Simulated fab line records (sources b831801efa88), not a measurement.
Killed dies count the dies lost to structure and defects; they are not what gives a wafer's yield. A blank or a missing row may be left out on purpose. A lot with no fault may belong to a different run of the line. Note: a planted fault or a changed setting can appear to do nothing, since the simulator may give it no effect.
fab line records || flow sky130 || part 2 of 2: steps 30 to 37 of 37
record {"lots": 5, "wafers": 15, "lastDay": 50}
route steps=708 shown LOCAL_INTERCONNECT@394 CONTACT@406
lots with no fault: from the same line, run without faults
startH: hours from the record's opening day to when the first of the lot's shown wafers began || waitH: time in hours since the lot's previous step || " repeats the value in the row above || L1.1+2: several wafers, shown together as one row || - value missing, or start not given || * or withheld: withheld || < > ~ a bound
route shown NAME@n: a module of which the file shows steps, and the number in the route of the first || usual: the fault-free wafers' mean and standard deviation || same: alike in all rows || chamber/n: place in a boat || sites: per-site readings || _std_site: how widely they spread, as a standard deviation || _edge_site: outer sites' mean less inner sites' || radiusMm: how far each site lies from the wafer's centre || mask NAME#n: copy n || behind: the last tool/chamber to shape the wafer || hold: the reason the lot was held/the length of the hold in hours/how it ended || device: names the non-switching transistor (n, p or np) || end of line: at the end of the route, the tests of the same wafers || where a step has no rows: the recipe by itself || killed: not the wafer's yield, but the dies lost to structure and defects at the first sort || map: a wafer's dies, marking killed ones x, the rest . and places with no die _
set.NAME: the setting that was run; set.NAME@STEP: the one run at that earlier step || model.NAME: the simulator's own value behind a step, which no gauge read
lots at selected steps of the route; one table per step, one row per wafer
services: from which hour (startH, from the record's first day; less than 0 if before it) a tool's chamber was out of use, for how many hours, and why
## steps
# step SKY_CONTACT_ETCH_17
# recipe {"target": "SiO2", "chemistry": "C4F8/O2/Ar", "stopOn": "Si3N4", "maskMaterial": "KrF-thick", "sourceW": 1500, "biasW": 1200, "pressureMtorr": 40, "c4f8FlowSccm": "withheld", "O2_flow_sccm": 6, "Ar_flow_sccm": 300, "timeS": "withheld", "targetDepthA": 3400}
# usual {"chamberPressureMTorr": "40.00/0.036", "oesProductAu": "0.892/0.0046"}
{"lot.wafer": "L076.1", "tool": "rieDiel-01", "chamber": 1, "startH": 731.50, "waitH": 0.0, "chamberPressureMTorr": 39.94, "oesProductAu": 0.885}
{"lot.wafer": "L076.2", "tool": "rieDiel-01", "chamber": 2, "startH": 731.50, "waitH": 0.0, "chamberPressureMTorr": 39.92, "oesProductAu": 0.895}
{"lot.wafer": "L076.5", "tool": "rieDiel-01", "chamber": 2, "startH": 731.50, "waitH": 0.0, "chamberPressureMTorr": 40.01, "oesProductAu": 0.885}
{"lot.wafer": "L077.3", "tool": "rieDiel-01", "chamber": 0, "startH": 751.59, "waitH": 0.0, "chamberPressureMTorr": 40.05, "oesProductAu": 0.891}
{"lot.wafer": "L077.4", "tool": "rieDiel-01", "chamber": 2, "startH": 751.59, "waitH": 0.0, "chamberPressureMTorr": 40.00, "oesProductAu": 0.890}
{"lot.wafer": "L077.5", "tool": "rieDiel-01", "chamber": 1, "startH": 751.59, "waitH": 0.0, "chamberPressureMTorr": 39.98, "oesProductAu": 0.888}
{"lot.wafer": "L088.1", "tool": "rieDiel-01", "chamber": 0, "startH": 836.66, "waitH": 0.0, "chamberPressureMTorr": 39.95, "oesProductAu": 0.888}
{"lot.wafer": "L088.3", "tool": "rieDiel-01", "chamber": 3, "startH": 836.66, "waitH": 0.0, "chamberPressureMTorr": 40.00, "oesProductAu": 0.887}
{"lot.wafer": "L088.6", "tool": "rieDiel-01", "chamber": 2, "startH": 836.66, "waitH": 0.0, "chamberPressureMTorr": 40.02, "oesProductAu": 0.890}
{"lot.wafer": "L095.1", "tool": "rieDiel-03", "chamber": 2, "startH": 904.19, "waitH": 0.0, "chamberPressureMTorr": 39.96, "oesProductAu": 0.892}
{"lot.wafer": "L095.3", "tool": "rieDiel-03", "chamber": 3, "startH": 904.19, "waitH": 0.0, "chamberPressureMTorr": 40.00, "oesProductAu": 0.893}
{"lot.wafer": "L095.4", "tool": "rieDiel-03", "chamber": 1, "startH": 904.19, "waitH": 0.0, "chamberPressureMTorr": 39.99, "oesProductAu": 0.897}
{"lot.wafer": "L094.3", "tool": "rieDiel-01", "chamber": 1, "startH": 904.91, "waitH": 0.0, "chamberPressureMTorr": 40.03, "oesProductAu": 0.898}
{"lot.wafer": "L094.5", "tool": "rieDiel-01", "chamber": 2, "startH": 904.91, "waitH": 0.0, "chamberPressureMTorr": 40.00, "oesProductAu": 0.888}
{"lot.wafer": "L094.6", "tool": "rieDiel-01", "chamber": 3, "startH": 904.91, "waitH": 0.0, "chamberPressureMTorr": 40.04, "oesProductAu": 0.901}
# step SKY_CONTACT_ETCH_18
# recipe {"target": "Si3N4", "chemistry": "CHF3/O2", "stopOn": "TiN", "sourceW": 600, "biasW": 200, "pressureMtorr": 40, "chf3FlowSccm": 50, "O2_flow_sccm": 5, "timeS": 39, "targetDepthA": 750}
# usual {"chamberPressureMTorr": "40.00/0.04", "drypumpMotorCurrentA": "5.6/0.39", "oesProductAu": "0.853/0.0079", "throttleValvePct": "8.793/0.0092"}
{"lot.wafer": "L076.1", "tool": "rieDiel-01", "chamber": 1, "startH": "-", "waitH": "-", "chamberPressureMTorr": 39.96, "drypumpMotorCurrentA": 5.2, "oesProductAu": 0.851, "rfHoursCounterH": 11, "throttleValvePct": 8.804}
{"lot.wafer": "L076.2", "tool": "rieDiel-01", "chamber": 2, "startH": "-", "waitH": "-", "chamberPressureMTorr": 39.95, "drypumpMotorCurrentA": 5.1, "oesProductAu": 0.852, "rfHoursCounterH": 6, "throttleValvePct": 8.787}
{"lot.wafer": "L076.5", "tool": "rieDiel-01", "chamber": 2, "startH": "-", "waitH": "-", "chamberPressureMTorr": 39.95, "drypumpMotorCurrentA": 5.1, "oesProductAu": 0.875, "rfHoursCounterH": "-", "throttleValvePct": 8.790}
{"lot.wafer": "L077.3", "tool": "rieDiel-01", "chamber": 0, "startH": "-", "waitH": "-", "chamberPressureMTorr": 39.99, "drypumpMotorCurrentA": 5.2, "oesProductAu": 0.840, "rfHoursCounterH": 11, "throttleValvePct": 8.799}
{"lot.wafer": "L077.4", "tool": "rieDiel-01", "chamber": 2, "startH": "-", "waitH": "-", "chamberPressureMTorr": 40.06, "drypumpMotorCurrentA": 5.1, "oesProductAu": 0.847, "rfHoursCounterH": 6, "throttleValvePct": 8.782}
{"lot.wafer": "L077.5", "tool": "rieDiel-01", "chamber": 1, "startH": "-", "waitH": "-", "chamberPressureMTorr": 40.00, "drypumpMotorCurrentA": 5.2, "oesProductAu": 0.852, "rfHoursCounterH": "-", "throttleValvePct": 8.784}
{"lot.wafer": "L088.1", "tool": "rieDiel-01", "chamber": 0, "startH": "-", "waitH": "-", "chamberPressureMTorr": 40.07, "drypumpMotorCurrentA": 5.1, "oesProductAu": 0.844, "rfHoursCounterH": 14, "throttleValvePct": 8.788}
{"lot.wafer": "L088.3", "tool": "rieDiel-01", "chamber": 3, "startH": "-", "waitH": "-", "chamberPressureMTorr": 39.99, "drypumpMotorCurrentA": 5.9, "oesProductAu": 0.853, "rfHoursCounterH": 17, "throttleValvePct": 8.791}
{"lot.wafer": "L088.6", "tool": "rieDiel-01", "chamber": 2, "startH": "-", "waitH": "-", "chamberPressureMTorr": 40.09, "drypumpMotorCurrentA": 5.1, "oesProductAu": 0.856, "rfHoursCounterH": "-", "throttleValvePct": 8.806}
{"lot.wafer": "L095.1", "tool": "rieDiel-03", "chamber": 2, "startH": "-", "waitH": "-", "chamberPressureMTorr": 40.00, "drypumpMotorCurrentA": 6.0, "oesProductAu": 0.856, "rfHoursCounterH": 5, "throttleValvePct": 8.802}
{"lot.wafer": "L095.3", "tool": "rieDiel-03", "chamber": 3, "startH": "-", "waitH": "-", "chamberPressureMTorr": 40.04, "drypumpMotorCurrentA": 5.9, "oesProductAu": 0.862, "rfHoursCounterH": 3, "throttleValvePct": 8.789}
{"lot.wafer": "L095.4", "tool": "rieDiel-03", "chamber": 1, "startH": "-", "waitH": "-", "chamberPressureMTorr": 40.01, "drypumpMotorCurrentA": 5.7, "oesProductAu": 0.860, "rfHoursCounterH": 22, "throttleValvePct": 8.805}
{"lot.wafer": "L094.3", "tool": "rieDiel-01", "chamber": 1, "startH": "-", "waitH": "-", "chamberPressureMTorr": 39.95, "drypumpMotorCurrentA": 5.2, "oesProductAu": 0.841, "rfHoursCounterH": 17, "throttleValvePct": 8.779}
{"lot.wafer": "L094.5", "tool": "rieDiel-01", "chamber": 2, "startH": "-", "waitH": "-", "chamberPressureMTorr": 39.96, "drypumpMotorCurrentA": 5.1, "oesProductAu": 0.854, "rfHoursCounterH": "-", "throttleValvePct": 8.805}
{"lot.wafer": "L094.6", "tool": "rieDiel-01", "chamber": 3, "startH": "-", "waitH": "-", "chamberPressureMTorr": 39.98, "drypumpMotorCurrentA": 6.0, "oesProductAu": 0.850, "rfHoursCounterH": "-", "throttleValvePct": 8.792}
# step SKY_CONTACT_STRIP_19
# recipe {"chemistry": "O2/N2", "powerW": 1400, "pressureMtorr": 1500, "platenTempC": "withheld", "o2FlowSccm": 3000, "n2FlowSccm": 300, "overashFraction": 0.5}
# usual {"chamberPressureMTorr": "1500.2/1.2", "drypumpMotorCurrentA": "5.7/0.52", "oesProductAu": "0.381/0.0044", "stripTimeToEndpointS": "3.62/0.03"}
{"lot.wafer": "L076.1", "tool": "plasmaAsher-01", "chamber": 1, "startH": 731.59, "waitH": "-", "chamberPressureMTorr": 1502.0, "drypumpMotorCurrentA": 5.7, "oesProductAu": 0.372, "rfHoursCounterH": 104, "stripTimeToEndpointS": 3.62}
{"lot.wafer": "L076.2", "tool": "plasmaAsher-01", "chamber": 0, "startH": 731.59, "waitH": "-", "chamberPressureMTorr": 1499.6, "drypumpMotorCurrentA": 6.7, "oesProductAu": 0.383, "rfHoursCounterH": 104, "stripTimeToEndpointS": 3.65}
{"lot.wafer": "L076.5", "tool": "plasmaAsher-01", "chamber": 1, "startH": 731.59, "waitH": "-", "chamberPressureMTorr": 1500.3, "drypumpMotorCurrentA": 5.7, "oesProductAu": 0.371, "rfHoursCounterH": "-", "stripTimeToEndpointS": 3.65}
{"lot.wafer": "L077.3", "tool": "plasmaAsher-01", "chamber": 1, "startH": 751.71, "waitH": "-", "chamberPressureMTorr": 1499.8, "drypumpMotorCurrentA": 5.7, "oesProductAu": 0.387, "rfHoursCounterH": "-", "stripTimeToEndpointS": 3.65}
{"lot.wafer": "L077.4", "tool": "plasmaAsher-01", "chamber": 0, "startH": 751.71, "waitH": "-", "chamberPressureMTorr": 1499.5, "drypumpMotorCurrentA": 6.7, "oesProductAu": 0.387, "rfHoursCounterH": "-", "stripTimeToEndpointS": 3.67}
{"lot.wafer": "L077.5", "tool": "plasmaAsher-01", "chamber": 1, "startH": 751.71, "waitH": "-", "chamberPressureMTorr": 1499.7, "drypumpMotorCurrentA": 5.7, "oesProductAu": 0.379, "rfHoursCounterH": "-", "stripTimeToEndpointS": 3.63}
{"lot.wafer": "L088.1", "tool": "plasmaAsher-04", "chamber": 1, "startH": 836.75, "waitH": "-", "chamberPressureMTorr": 1502.9, "drypumpMotorCurrentA": 5.3, "oesProductAu": 0.387, "rfHoursCounterH": 102, "stripTimeToEndpointS": 3.62}
{"lot.wafer": "L088.3", "tool": "plasmaAsher-04", "chamber": 1, "startH": 836.75, "waitH": "-", "chamberPressureMTorr": 1499.4, "drypumpMotorCurrentA": 5.3, "oesProductAu": 0.383, "rfHoursCounterH": "-", "stripTimeToEndpointS": 3.61}
{"lot.wafer": "L088.6", "tool": "plasmaAsher-04", "chamber": 1, "startH": 836.75, "waitH": "-", "chamberPressureMTorr": 1499.8, "drypumpMotorCurrentA": 5.3, "oesProductAu": 0.384, "rfHoursCounterH": "-", "stripTimeToEndpointS": 3.67}
{"lot.wafer": "L095.1", "tool": "plasmaAsher-04", "chamber": 0, "startH": 904.28, "waitH": "-", "chamberPressureMTorr": 1499.8, "drypumpMotorCurrentA": 5.4, "oesProductAu": 0.379, "rfHoursCounterH": 109, "stripTimeToEndpointS": 3.61}
{"lot.wafer": "L095.3", "tool": "plasmaAsher-04", "chamber": 0, "startH": 904.28, "waitH": "-", "chamberPressureMTorr": 1498.2, "drypumpMotorCurrentA": 5.3, "oesProductAu": 0.387, "rfHoursCounterH": "-", "stripTimeToEndpointS": 3.67}
{"lot.wafer": "L095.4", "tool": "plasmaAsher-04", "chamber": 1, "startH": 904.28, "waitH": "-", "chamberPressureMTorr": 1500.6, "drypumpMotorCurrentA": 5.3, "oesProductAu": 0.382, "rfHoursCounterH": "-", "stripTimeToEndpointS": 3.66}
{"lot.wafer": "L094.3", "tool": "plasmaAsher-01", "chamber": 0, "startH": 905.04, "waitH": "-", "chamberPressureMTorr": 1502.0, "drypumpMotorCurrentA": 6.7, "oesProductAu": 0.371, "rfHoursCounterH": "-", "stripTimeToEndpointS": 3.59}
{"lot.wafer": "L094.5", "tool": "plasmaAsher-01", "chamber": 1, "startH": 905.04, "waitH": "-", "chamberPressureMTorr": 1502.3, "drypumpMotorCurrentA": 5.6, "oesProductAu": 0.380, "rfHoursCounterH": "-", "stripTimeToEndpointS": 3.65}
{"lot.wafer": "L094.6", "tool": "plasmaAsher-01", "chamber": 0, "startH": 905.04, "waitH": "-", "chamberPressureMTorr": 1501.0, "drypumpMotorCurrentA": 6.7, "oesProductAu": 0.380, "rfHoursCounterH": "-", "stripTimeToEndpointS": 3.61}
# step SKY_CONTACT_STRIP_20
# recipe {"chemistry": "postEtchResidueRemover", "timeS": 1200, "tempC": 72.5}
# usual {"tempC": "72.49/0.11"}
{"lot.wafer": "L076.1", "tool": "wetBench-02", "chamber": 0, "startH": 731.69, "waitH": 0.1, "tempC": 72.37}
{"lot.wafer": "L076.2", "tool": "wetBench-02", "chamber": 0, "startH": 731.69, "waitH": 0.1, "tempC": 72.41}
{"lot.wafer": "L076.5", "tool": "wetBench-02", "chamber": 0, "startH": 731.69, "waitH": 0.1, "tempC": 72.54}
{"lot.wafer": "L077.3", "tool": "wetBench-04", "chamber": 0, "startH": 751.78, "waitH": 0.0, "tempC": 72.64}
{"lot.wafer": "L077.4", "tool": "wetBench-04", "chamber": 0, "startH": 751.78, "waitH": 0.0, "tempC": 72.58}
{"lot.wafer": "L077.5", "tool": "wetBench-04", "chamber": 0, "startH": 751.78, "waitH": 0.0, "tempC": 72.57}
{"lot.wafer": "L088.1", "tool": "wetBench-02", "chamber": 1, "startH": 836.85, "waitH": 0.1, "tempC": 72.45}
{"lot.wafer": "L088.3", "tool": "wetBench-02", "chamber": 1, "startH": 836.85, "waitH": 0.1, "tempC": 72.54}
{"lot.wafer": "L088.6", "tool": "wetBench-02", "chamber": 1, "startH": 836.85, "waitH": 0.1, "tempC": 72.55}
{"lot.wafer": "L095.1", "tool": "wetBench-03", "chamber": 2, "startH": 904.38, "waitH": 0.1, "tempC": 72.60}
{"lot.wafer": "L095.3", "tool": "wetBench-03", "chamber": 2, "startH": 904.38, "waitH": 0.1, "tempC": 72.61}
{"lot.wafer": "L095.4", "tool": "wetBench-03", "chamber": 2, "startH": 904.38, "waitH": 0.1, "tempC": 72.77}
{"lot.wafer": "L094.3", "tool": "wetBench-04", "chamber": 3, "startH": 905.10, "waitH": 0.0, "tempC": 72.47}
{"lot.wafer": "L094.5", "tool": "wetBench-04", "chamber": 3, "startH": 905.10, "waitH": 0.0, "tempC": 72.53}
{"lot.wafer": "L094.6", "tool": "wetBench-04", "chamber": 3, "startH": 905.10, "waitH": 0.0, "tempC": 72.38}
# step SKY_CONTACT_CLEAN_21
# recipe {"chemistry": "IPA", "timeS": 180, "tempC": 25}
# usual {"tempC": "24.99/0.11"}
{"lot.wafer": "L076.1", "tool": "wetBench-03", "chamber": 0, "startH": 732.06, "waitH": 0.0, "tempC": 24.84}
{"lot.wafer": "L076.2", "tool": "wetBench-03", "chamber": 0, "startH": 732.06, "waitH": 0.0, "tempC": 24.80}
{"lot.wafer": "L076.5", "tool": "wetBench-03", "chamber": 0, "startH": 732.06, "waitH": 0.0, "tempC": 24.79}
{"lot.wafer": "L077.3", "tool": "wetBench-02", "chamber": 0, "startH": 752.12, "waitH": 0.0, "tempC": 24.86}
{"lot.wafer": "L077.4", "tool": "wetBench-02", "chamber": 0, "startH": 752.12, "waitH": 0.0, "tempC": 24.96}
{"lot.wafer": "L077.5", "tool": "wetBench-02", "chamber": 0, "startH": 752.12, "waitH": 0.0, "tempC": 24.82}
{"lot.wafer": "L088.1", "tool": "wetBench-04", "chamber": 1, "startH": 837.20, "waitH": 0.0, "tempC": 24.98}
{"lot.wafer": "L088.3", "tool": "wetBench-04", "chamber": 1, "startH": 837.20, "waitH": 0.0, "tempC": 24.96}
{"lot.wafer": "L088.6", "tool": "wetBench-04", "chamber": 1, "startH": 837.20, "waitH": 0.0, "tempC": 25.10}
{"lot.wafer": "L095.1", "tool": "wetBench-04", "chamber": 2, "startH": 904.75, "waitH": 0.0, "tempC": 25.04}
{"lot.wafer": "L095.3", "tool": "wetBench-04", "chamber": 2, "startH": 904.75, "waitH": 0.0, "tempC": 25.03}
{"lot.wafer": "L095.4", "tool": "wetBench-04", "chamber": 2, "startH": 904.75, "waitH": 0.0, "tempC": 25.13}
{"lot.wafer": "L094.3", "tool": "wetBench-03", "chamber": 2, "startH": 905.48, "waitH": 0.0, "tempC": 24.84}
{"lot.wafer": "L094.5", "tool": "wetBench-03", "chamber": 2, "startH": 905.48, "waitH": 0.0, "tempC": 24.93}
{"lot.wafer": "L094.6", "tool": "wetBench-03", "chamber": 2, "startH": 905.48, "waitH": 0.0, "tempC": 24.92}
# step SKY_CONTACT_CLEAN_22
# recipe {"chemistry": "O3/DIW", "dry": "n2Spin"}
{"lot.wafer": "L076.1+2+5", "tool": "wetBench-04", "chamber": 2, "startH": 732.12, "waitH": 0.0}
{"lot.wafer": "L077.3+4+5", "tool": "wetBench-03", "chamber": 2, "startH": 752.18, "waitH": 0.0}
{"lot.wafer": "L088.1+3+6", "tool": "wetBench-03", "chamber": 0, "startH": 837.26, "waitH": 0.0}
{"lot.wafer": "L095.1+3+4", "tool": "wetBench-02", "chamber": 0, "startH": 904.82, "waitH": 0.0}
{"lot.wafer": "L094.3+5+6", "tool": "wetBench-02", "chamber": 2, "startH": 905.54, "waitH": 0.0}
# step SKY_CONTACT_SPUTTER_23
# recipe {"material": "TiN", "targetThkNm": 20, "chamberPressurePa": 5, "powerW": 4000, "timeS": 80}
# usual {"throttleValvePct": "30.0/1.2"}
{"lot.wafer": "L076.1", "tool": "pvdSputter-04", "chamber": "-", "startH": 732.21, "waitH": 0.0, "throttleValvePct": 29.5}
{"lot.wafer": "L076.2", "tool": "pvdSputter-04", "chamber": "-", "startH": 732.21, "waitH": 0.0, "throttleValvePct": 30.2}
{"lot.wafer": "L076.5", "tool": "pvdSputter-04", "chamber": "-", "startH": 732.21, "waitH": 0.0, "throttleValvePct": 30.8}
{"lot.wafer": "L077.3", "tool": "pvdSputter-01", "chamber": "-", "startH": 752.27, "waitH": 0.0, "throttleValvePct": 31.3}
{"lot.wafer": "L077.4", "tool": "pvdSputter-01", "chamber": "-", "startH": 752.27, "waitH": 0.0, "throttleValvePct": 30.5}
{"lot.wafer": "L077.5", "tool": "pvdSputter-01", "chamber": "-", "startH": 752.27, "waitH": 0.0, "throttleValvePct": 31.1}
{"lot.wafer": "L088.1", "tool": "pvdSputter-01", "chamber": "-", "startH": 837.35, "waitH": 0.0, "throttleValvePct": 27.7}
{"lot.wafer": "L088.3", "tool": "pvdSputter-01", "chamber": "-", "startH": 837.35, "waitH": 0.0, "throttleValvePct": 30.3}
{"lot.wafer": "L088.6", "tool": "pvdSputter-01", "chamber": "-", "startH": 837.35, "waitH": 0.0, "throttleValvePct": 30.5}
{"lot.wafer": "L095.1", "tool": "pvdSputter-03", "chamber": "-", "startH": 904.92, "waitH": 0.0, "throttleValvePct": 31.2}
{"lot.wafer": "L095.3", "tool": "pvdSputter-03", "chamber": "-", "startH": 904.92, "waitH": 0.0, "throttleValvePct": 29.4}
{"lot.wafer": "L095.4", "tool": "pvdSputter-03", "chamber": "-", "startH": 904.92, "waitH": 0.0, "throttleValvePct": 29.1}
{"lot.wafer": "L094.3", "tool": "pvdSputter-01", "chamber": "-", "startH": 905.64, "waitH": 0.0, "throttleValvePct": 31.2}
{"lot.wafer": "L094.5", "tool": "pvdSputter-01", "chamber": "-", "startH": 905.64, "waitH": 0.0, "throttleValvePct": 31.9}
{"lot.wafer": "L094.6", "tool": "pvdSputter-01", "chamber": "-", "startH": 905.64, "waitH": 0.0, "throttleValvePct": 27.9}
# step SKY_CONTACT_CVD_24
# recipe {"material": "W", "targetThkNm": 340, "timeS": 102.12, "tempC": 400, "pressureTorr": 40}
# usual {"chamberPressureTorr": "40.00/0.085", "heaterPowerW": "870/94"}
{"lot.wafer": "L076.1", "tool": "cvdW-02", "chamber": 1, "startH": 732.27, "waitH": 0.0, "chamberPressureTorr": 40.03, "heaterPowerW": 738}
{"lot.wafer": "L076.2", "tool": "cvdW-02", "chamber": 0, "startH": 732.27, "waitH": 0.0, "chamberPressureTorr": 39.91, "heaterPowerW": 906}
{"lot.wafer": "L076.5", "tool": "cvdW-02", "chamber": 1, "startH": 732.27, "waitH": 0.0, "chamberPressureTorr": 39.96, "heaterPowerW": 727}
{"lot.wafer": "L077.3", "tool": "cvdW-01", "chamber": 0, "startH": 752.37, "waitH": 0.1, "chamberPressureTorr": 40.02, "heaterPowerW": 994}
{"lot.wafer": "L077.4", "tool": "cvdW-01", "chamber": 1, "startH": 752.37, "waitH": 0.1, "chamberPressureTorr": 39.95, "heaterPowerW": 934}
{"lot.wafer": "L077.5", "tool": "cvdW-01", "chamber": 0, "startH": 752.37, "waitH": 0.1, "chamberPressureTorr": 40.00, "heaterPowerW": 967}
{"lot.wafer": "L088.1", "tool": "cvdW-02", "chamber": 1, "startH": 837.41, "waitH": 0.0, "chamberPressureTorr": 39.87, "heaterPowerW": 759}
{"lot.wafer": "L088.3", "tool": "cvdW-02", "chamber": 1, "startH": 837.41, "waitH": 0.0, "chamberPressureTorr": 39.98, "heaterPowerW": 754}
{"lot.wafer": "L088.6", "tool": "cvdW-02", "chamber": 0, "startH": 837.41, "waitH": 0.0, "chamberPressureTorr": 39.92, "heaterPowerW": 874}
{"lot.wafer": "L095.1", "tool": "cvdW-02", "chamber": 0, "startH": 904.98, "waitH": 0.0, "chamberPressureTorr": 39.79, "heaterPowerW": 879}
{"lot.wafer": "L095.3", "tool": "cvdW-02", "chamber": 1, "startH": 904.98, "waitH": 0.0, "chamberPressureTorr": 39.97, "heaterPowerW": 755}
{"lot.wafer": "L095.4", "tool": "cvdW-02", "chamber": 0, "startH": 904.98, "waitH": 0.0, "chamberPressureTorr": 39.97, "heaterPowerW": 886}
{"lot.wafer": "L094.3", "tool": "cvdW-02", "chamber": 0, "startH": 905.74, "waitH": 0.1, "chamberPressureTorr": 40.02, "heaterPowerW": 887}
{"lot.wafer": "L094.5", "tool": "cvdW-02", "chamber": 1, "startH": 905.74, "waitH": 0.1, "chamberPressureTorr": 40.11, "heaterPowerW": 762}
{"lot.wafer": "L094.6", "tool": "cvdW-02", "chamber": 0, "startH": 905.74, "waitH": 0.1, "chamberPressureTorr": 40.00, "heaterPowerW": 883}
## services
{"tool": "rieDiel-01", "chamber": 1, "startH": 683.75, "hours": 8.1, "kind": "repair"}
{"tool": "pvdSputter-01", "chamber": "-", "startH": 684.33, "hours": 0.6, "kind": "repair"}
{"tool": "wetBench-01", "chamber": "-", "startH": 695.48, "hours": 0.6, "kind": "repair"}
{"tool": "krfScanner-02", "chamber": "-", "startH": 699.41, "hours": 0.8, "kind": "pm"}
{"tool": "pvdSputter-01", "chamber": "-", "startH": 700.71, "hours": 31.7, "kind": "repair"}
{"tool": "cmp-01", "chamber": "-", "startH": 700.89, "hours": 0.3, "kind": "repair"}
{"tool": "krfScanner-01", "chamber": "-", "startH": 707.40, "hours": 0.8, "kind": "pm"}
{"tool": "cvdW-02", "chamber": 1, "startH": 719.09, "hours": 2.2, "kind": "repair"}
{"tool": "krfScanner-02", "chamber": "-", "startH": 729.40, "hours": 1.0, "kind": "repair"}
{"tool": "plasmaAsher-04", "chamber": "-", "startH": 731.44, "hours": 1.1, "kind": "repair"}
{"tool": "plasmaAsher-01", "chamber": "-", "startH": 733.75, "hours": 9.0, "kind": "pm"}
{"tool": "cvdW-02", "chamber": "-", "startH": 748.48, "hours": 2.5, "kind": "repair"}
{"tool": "krfScanner-02", "chamber": "-", "startH": 754.19, "hours": 1.3, "kind": "pm"}
{"tool": "rieDiel-01", "chamber": 2, "startH": 757.74, "hours": 1.7, "kind": "repair"}
{"tool": "krfScanner-02", "chamber": "-", "startH": 775.15, "hours": 4.4, "kind": "pm"}
{"tool": "plasmaAsher-04", "chamber": "-", "startH": 779.03, "hours": 14.6, "kind": "pm"}
{"tool": "rieDiel-01", "chamber": 1, "startH": 800.78, "hours": 4.7, "kind": "repair"}
{"tool": "wetBench-04", "chamber": "-", "startH": 806.80, "hours": 1.9, "kind": "pm"}
{"tool": "wetBench-04", "chamber": "-", "startH": 816.26, "hours": 1.0, "kind": "repair"}
{"tool": "krfScanner-02", "chamber": "-", "startH": 819.87, "hours": 1.0, "kind": "pm"}
{"tool": "cvdW-02", "chamber": "-", "startH": 839.34, "hours": 14.6, "kind": "pm"}
{"tool": "krfScanner-02", "chamber": "-", "startH": 860.64, "hours": 7.2, "kind": "pm"}
{"tool": "krfScanner-02", "chamber": "-", "startH": 868.21, "hours": 0.8, "kind": "pm"}
{"tool": "cvdW-02", "chamber": "-", "startH": 878.19, "hours": 2.8, "kind": "pm"}
